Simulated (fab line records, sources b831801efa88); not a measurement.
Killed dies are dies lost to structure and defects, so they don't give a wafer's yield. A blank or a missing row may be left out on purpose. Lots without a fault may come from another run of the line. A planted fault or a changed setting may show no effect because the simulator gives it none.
Which tool did it? | flow gf180mcu | 24 lots, 72 wafers sampled, at 5 steps of a route of 602

WHAT THE GAUGES READ, wafer by wafer
GF_V1_CD_MEAS_14: target cd 260 nm.
lot  | measured     | on        | cd_nm (nm)
L074 | day 18 02:10 | cd_sem-02 | 260.1 260.8 260.1
L075 | day 18 18:49 | cd_sem-01 | 257.3 259.3 258.0
L076 | day 18 22:48 | cd_sem-01 | 258.5 258.6 260.5
L077 | day 19 05:31 | cd_sem-01 | 259.9 258.7 259.2
L078 | day 19 20:04 | cd_sem-02 | 260.7 259.7 260.1
L079 | day 20 01:10 | cd_sem-02 | 259.6 257.2 258.7
L080 | day 20 18:46 | cd_sem-01 | 258.4 258.7 258.6
L081 | day 21 00:35 | cd_sem-01 | 260.6 260.3 259.7
L082 | day 21 05:29 | cd_sem-02 | 260.6 260.1 260.7
L083 | day 21 08:55 | cd_sem-01 | 259.3 260.4 261.1
L084 | day 22 03:13 | cd_sem-02 | 257.9 258.4 258.2
L085 | day 22 06:10 | cd_sem-02 | 261.2 260.2 260.4
L086 | day 22 09:43 | cd_sem-01 | 258.5 258.8 258.8
L087 | day 23 01:07 | cd_sem-01 | 262.3 261.2 261.9
L088 | day 23 09:18 | cd_sem-02 | 260.3 260.3 259.0
L089 | day 24 05:16 | cd_sem-02 | 260.5 259.4 258.4
L090 | day 24 06:19 | cd_sem-02 | 259.6 259.9 261.2
L091 | day 24 08:33 | cd_sem-02 | 258.1 259.0 257.8
L092 | day 24 23:52 | cd_sem-01 | 259.3 257.7 259.5
L094 | day 25 07:16 | cd_sem-01 | 258.9 258.5 258.6
L093 | day 25 07:31 | cd_sem-02 | 258.7 260.2 259.6
L095 | day 25 12:07 | cd_sem-01 | 261.9 261.7 259.7
L096 | day 26 01:29 | cd_sem-01 | 260.9 261.1 259.5
L097 | day 26 05:22 | cd_sem-02 | 259.1 259.5 259.5

GF_V2_THK_MEAS_01.
lot  | measured     | on            | V2_CVD_00_THK (nm)
L074 | day 19 03:48 | film_metro-01 | 597 601 603
L075 | day 19 21:37 | film_metro-04 | 602 585 599
L076 | day 20 01:32 | film_metro-04 | 601 596 606
L077 | day 20 08:10 | film_metro-03 | 601 602 597
L078 | day 20 22:35 | film_metro-01 | 606 605 605
L079 | day 21 04:19 | film_metro-03 | 585 587 594
L080 | day 21 20:59 | film_metro-03 | 588 596 584
L081 | day 22 03:05 | film_metro-03 | 593 606 598
L082 | day 22 08:02 | film_metro-04 | 602 600 588
L083 | day 22 11:09 | film_metro-03 | 605 604 601
L084 | day 23 04:43 | film_metro-03 | 602 603 610
L085 | day 23 08:06 | film_metro-01 | 591 598 603
L086 | day 23 11:31 | film_metro-04 | 600 588 595
L087 | day 24 02:19 | film_metro-03 | 592 583 592
L088 | day 24 10:05 | film_metro-01 | 596 588 593
L089 | day 25 05:27 | film_metro-03 | 602 602 594
L090 | day 25 06:43 | film_metro-04 | 595 597 598
L091 | day 25 09:17 | film_metro-01 | 592 597 596
L092 | day 25 23:48 | film_metro-01 | 591 592 585
L094 | day 26 06:49 | film_metro-04 | 595 585 593
L093 | day 26 07:11 | film_metro-04 | 610 604 610
L095 | day 26 11:23 | film_metro-04 | 600 599 599
L096 | day 27 00:41 | film_metro-01 | 601 599 592
L097 | day 27 04:33 | film_metro-04 | 595 604 597

GF_V4_THK_MEAS_01.
lot  | measured     | on            | V4_CVD_00_THK (nm)
L074 | day 23 08:43 | film_metro-04 | 611 599 598
L075 | day 24 00:28 | film_metro-04 | 605 611 602
L076 | day 24 05:46 | film_metro-04 | 596 608 601
L077 | day 24 10:47 | film_metro-03 | 601 608 599
L078 | day 24 23:03 | film_metro-01 | 593 598 588
L079 | day 25 05:46 | film_metro-01 | 605 604 604
L080 | day 25 20:23 | film_metro-03 | 604 598 610
L081 | day 26 02:38 | film_metro-04 | 603 595 599
L082 | day 26 06:08 | film_metro-03 | 599 600 597
L083 | day 26 09:41 | film_metro-03 | 595 603 592
L084 | day 27 00:47 | film_metro-04 | 604 600 603
L085 | day 27 05:14 | film_metro-04 | 604 601 608
L086 | day 27 08:10 | film_metro-01 | 594 593 589
L087 | day 27 21:03 | film_metro-01 | 602 604 597
L088 | day 28 04:36 | film_metro-04 | 589 596 597
L089 | day 28 21:28 | film_metro-01 | 589 590 593
L090 | day 28 22:19 | film_metro-01 | 597 605 595
L091 | day 29 00:23 | film_metro-01 | 605 604 608
L092 | day 29 12:44 | film_metro-01 | 609 604 606
L094 | day 29 20:16 | film_metro-01 | 600 597 600
L093 | day 29 20:42 | film_metro-03 | 605 598 605
L095 | day 29 23:15 | film_metro-01 | 598 598 599
L096 | day 30 10:55 | film_metro-03 | 598 608 597
L097 | day 30 14:53 | film_metro-03 | 608 598 603

GF_V5_BOW_MEAS_05.
lot  | measured     | on            | V5_BOW (um)
L074 | day 26 06:15 | film_metro-02 | 152 151 151
L075 | day 26 20:59 | film_metro-01 | 143 132 140
L076 | day 27 01:31 | film_metro-02 | 143 137 128
L077 | day 27 07:20 | film_metro-01 | 145 147 135
L078 | day 27 16:29 | film_metro-02 | 132 119 123
L079 | day 28 01:01 | film_metro-02 | 132 128 138
L080 | day 28 11:46 | film_metro-02 | 127 131 139
L081 | day 28 18:59 | film_metro-02 | 142 140 138
L082 | day 28 22:39 | film_metro-02 | 144 147 141
L083 | day 29 01:52 | film_metro-02 | 119 116 118
L084 | day 29 15:54 | film_metro-04 | 114 109 111
L085 | day 29 19:04 | film_metro-04 | 142 143 139
L086 | day 29 22:04 | film_metro-02 | 135 131 130
L087 | day 30 09:07 | film_metro-02 | 136 135 127
L088 | day 30 17:25 | film_metro-02 | 120 134 123
L089 | day 31 09:01 | film_metro-01 | 114 113 106
L090 | day 31 09:37 | film_metro-02 | 121 122 128
L091 | day 31 11:50 | film_metro-04 | 149 133 136
L092 | day 31 22:35 | film_metro-02 | 124 127 121
L094 | day 32 06:47 | film_metro-01 | 146 140 133
L093 | day 32 07:43 | film_metro-01 | 136 114 140
L095 | day 32 08:48 | film_metro-01 | 149 144 150
L096 | day 32 16:51 | film_metro-04 | 134 143 121
L097 | day 32 21:19 | film_metro-02 | 124 116 118

WHICH TOOL RAN EACH LOT (tool, then ch and the chambers of the sampled wafers, then the start)
lot  | GF_M2_SPUTTER_03
L074 | pvd_sputter-01, day 18 03:51
L075 | pvd_sputter-04, day 18 20:31
L076 | pvd_sputter-02, day 19 00:32
L077 | pvd_sputter-04, day 19 07:14
L078 | pvd_sputter-04, day 19 21:41
L079 | pvd_sputter-01, day 20 02:47
L080 | pvd_sputter-01, day 20 20:31
L081 | pvd_sputter-02, day 21 02:28
L082 | pvd_sputter-04, day 21 07:34
L083 | pvd_sputter-02, day 21 10:43
L084 | pvd_sputter-04, day 22 04:56
L085 | pvd_sputter-04, day 22 07:50
L086 | pvd_sputter-01, day 22 11:44
L087 | pvd_sputter-02, day 23 03:00
L088 | pvd_sputter-04, day 23 10:58
L089 | pvd_sputter-01, day 24 06:53
L090 | pvd_sputter-02, day 24 08:04
L091 | pvd_sputter-02, day 24 10:13
L092 | pvd_sputter-02, day 25 01:32
L094 | pvd_sputter-04, day 25 08:56
L093 | pvd_sputter-02, day 25 09:13
L095 | pvd_sputter-04, day 25 13:47
L096 | pvd_sputter-02, day 26 03:10
L097 | pvd_sputter-02, day 26 07:04
- GF_M2_SPUTTER_03: material Ti, target thk 10 nm, time 6.7 s.

WHAT THE TOOLS THEMSELVES READ (means of the sampled wafers that have a number; where no wafer has one, the mark that the record gives instead)
GF_M2_SPUTTER_03.
lot  | tool           | throttle_valve_pct (%)
L074 | pvd_sputter-01 | 31.2
L075 | pvd_sputter-04 | 30.5
L076 | pvd_sputter-02 | 30.9
L077 | pvd_sputter-04 | 30.3
L078 | pvd_sputter-04 | 30.5
L079 | pvd_sputter-01 | 30.6
L080 | pvd_sputter-01 | 30.8
L081 | pvd_sputter-02 | 30.3
L082 | pvd_sputter-04 | 29.9
L083 | pvd_sputter-02 | 29.3
L084 | pvd_sputter-04 | 30.3
L085 | pvd_sputter-04 | 30.1
L086 | pvd_sputter-01 | 30.0
L087 | pvd_sputter-02 | 31.0
L088 | pvd_sputter-04 | 30.4
L089 | pvd_sputter-01 | 30.5
L090 | pvd_sputter-02 | 30.3
L091 | pvd_sputter-02 | 29.2
L092 | pvd_sputter-02 | 30.3
L094 | pvd_sputter-04 | 30.2
L093 | pvd_sputter-02 | 30.0
L095 | pvd_sputter-04 | 30.2
L096 | pvd_sputter-02 | 30.4
L097 | pvd_sputter-02 | 29.7

THE ANSWER, worked out from the rows above alone
Rule: what is usual is taken from the lots themselves. Put in order of their means at a reading, lots are off if they are a third of the lots or fewer, leave a main group of 4 or more, and stand apart from it by a gap of 3 or more times the standard deviation of the main group's means; of several such gaps the widest counts. A main group whose means are all the same, to the digits that the tables above print for the reading, isn't used. A lot without any number at a reading at which 4 lots or more have one is off too. The other lots that the step has rows for count as sound. The gauges are gone through in route order, then the tools' own readings, and for those a lot's mean is taken as printed above. The first step at which some lot is off is used, and at that step the reading that is off furthest; a lot without a number counts as furthest.
No lot is off at any reading shown: from this, nothing can be told.

WHAT THE SIMULATOR HAD PUT IN
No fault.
